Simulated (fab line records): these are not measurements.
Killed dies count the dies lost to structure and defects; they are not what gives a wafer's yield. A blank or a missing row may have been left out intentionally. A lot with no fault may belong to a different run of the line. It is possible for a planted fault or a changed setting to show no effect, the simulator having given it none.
Which of the tools did it? | flow sky130 | route of 708 steps, sampled at 1 step: 11 lots, 33 wafers

WHAT EACH GAUGE READ, for each wafer
SKY_CAPM_THK_MEAS_04: measures by xrf.
lot  | measured     | on            | CAPM_TIN_THK (nm)
L229 | day 37 09:55 | film-metro-04 | 201.2 204.6 202.0
L232 | day 38 20:40 | film-metro-02 | 204.7 202.6 204.2
L235 | day 39 08:01 | film-metro-03 | 202.4 203.5 203.7
L234 | day 39 14:13 | film-metro-03 | 202.3 204.2 200.4
L236 | day 39 15:22 | film-metro-04 | 203.8 206.3 204.7
L239 | day 40 21:29 | film-metro-04 | 200.8 202.3 200.9
L240 | day 41 02:49 | film-metro-03 | 196.7 201.7 198.0
L241 | day 41 06:40 | film-metro-02 | 199.5 199.6 201.6
L242 | day 41 11:25 | film-metro-02 | 205.4 204.4 202.7
L246 | day 42 13:13 | film-metro-03 | 197.2 200.2 198.8
L248 | day 43 17:50 | film-metro-04 | 207.9 204.8 205.4

WHICH TOOL RAN EACH LOT (tool, then ch and the chambers of the sampled wafers, then the start)
The record holds no process step before these readings.

THE ANSWER, worked out from the rows above alone
Rule: what is usual is taken from the lots themselves. The widest of any qualifying gaps counts: lots, ordered by their means at a reading, are off when they make up no more than a third of the lots, leave a main group of 4 or more, and stand apart from it by 3 or more times the standard deviation of that group's means. A main group whose means are all the same, to the digits that the tables above print for the reading, isn't used. A lot without any number at a reading at which 4 lots or more have one is off too. All remaining lots with rows at the step are treated as sound.
Across all readings shown, no lot is off: no conclusion can be drawn from this.

WHAT THE SIMULATOR HAD PUT IN
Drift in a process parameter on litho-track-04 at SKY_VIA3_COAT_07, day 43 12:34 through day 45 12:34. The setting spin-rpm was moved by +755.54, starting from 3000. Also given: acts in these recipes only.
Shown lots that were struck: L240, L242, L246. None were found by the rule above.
